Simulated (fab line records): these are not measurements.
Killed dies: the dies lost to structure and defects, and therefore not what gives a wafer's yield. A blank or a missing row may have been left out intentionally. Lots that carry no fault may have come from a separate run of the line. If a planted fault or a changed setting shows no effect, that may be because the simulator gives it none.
8D (eight disciplines) problem report, filled in by code ; flow sky130 ; the parts of the form that need people (team, actions taken, sign-off) are left out

1. THE PROBLEM
cd nm at SKY_FIELD_ISO_CD_MEAS_13 reads a mean of 131.3 nm on 12 wafers of 4 lots; wafers without a fault read 149.9 nm with a standard deviation of 1.8. That puts it -10 standard deviations away from the usual mean.
The step: target cd 150 nm.
Seen first at day 3 19:32 on cd sem-01, wafer L198.2. The record holds 33 wafers of 11 lots with a number at this step. Rule for "out", or "out of limits": more than 4 standard deviations from the usual mean. The rest of the wafers with a number are treated as sound.

2. WHAT IT IS, WHAT IT ISN'T
question;is;is not
which readings at this step;cd nm;-
which lots;L198, L199, L200, L201;L193, L194, L195, L197, L205, L209, L212
which wafers of those lots;all that have a number;-
read on which gauges;cd sem-01, cd sem-02;-
when;from day 3 19:32;"up to then (12 sound wafers); but 9 sound wafers of L205, L209, L212 came after"

3. THE SUSPECTS, EACH WITH WHAT RULES IT OUT
Counting: a tool stays on the suspect list if, at a process step up to the reading, it processed all lots that are out and no sound lot following the first of them.
- the gauge at SKY_FIELD_ISO_CD_MEAS_13 has been ruled out. Those wafers that are out were read across 2 gauges (cd sem-01, cd sem-02).
- krf scanner-02 at SKY_FIELD_ISO_EXPOSE_10 (exposes mask FOM, target cd 150 nm): kept. It processed each lot that is out, first L198 at day 3 11:41, and no sound lot thereafter; up to then, the last sound lot it processed was L197 at day 3 03:22. On those wafers its own readings are out: exposure dose mJ cm2.
Remaining after the count: krf scanner-02 at SKY_FIELD_ISO_EXPOSE_10.

4. THE CAUSE (what the simulator had put in)
Process parameters drifting: krf scanner-02 at SKY_FIELD_ISO_EXPOSE_10, beginning at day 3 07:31. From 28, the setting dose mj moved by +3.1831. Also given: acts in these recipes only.
The count eliminated every tool but this one.

5. THE CHAIN OF EFFECTS, in route order
One row per reading whose mean, taken over the struck wafers that have a number, lies over 3 standard deviations from the usual. Scope: only readings with a usual standard deviation given in the record; hours: median across lots of the time from each lot's start at the first step in this table that gives one to its start at this step; sigmas: change in usual standard deviations.
hours;step;reading;usual;on struck wafers;change;sigmas
0;SKY_FIELD_ISO_EXPOSE_10;exposure dose mJ cm2;28.40;31.36;+2.96;+35
8;SKY_FIELD_ISO_CD_MEAS_13;cd nm;149.9 nm;131.3;-18.6;-10
1061;SKY_PAD_OPEN_PROBE_99;killed at front end;16;49;+33;+7.8
1061;SKY_PAD_OPEN_PROBE_99;killed dies;86;120;+34;+3.5
Process steps it contains:
- SKY_FIELD_ISO_EXPOSE_10: exposes mask FOM, target cd 150 nm.
- SKY_PAD_OPEN_PROBE_99
At these later measuring or inspecting steps, every struck wafer for which the step has a row has a number for every such reading, and none has moved that far: SKY_VT_ADJUST_HVTP_OVL_MEAS_08.

6. HOW IT WOULD HAVE BEEN CAUGHT EARLIER
The first out-of-limits reading at a measuring or inspecting step in this record came at day 3 19:32, 12 hours after the fault's start at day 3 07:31.
The tool's own readings at SKY_FIELD_ISO_EXPOSE_10 were out on every struck wafer that the step has a row for (exposure dose mJ cm2): an alarm limit on them would have fired on the first of those.
L201, from the lots that are out (4), started SKY_FIELD_ISO_EXPOSE_10 on krf scanner-02 later than day 3 19:32. Had the tool been put on hold then, it would have been spared.
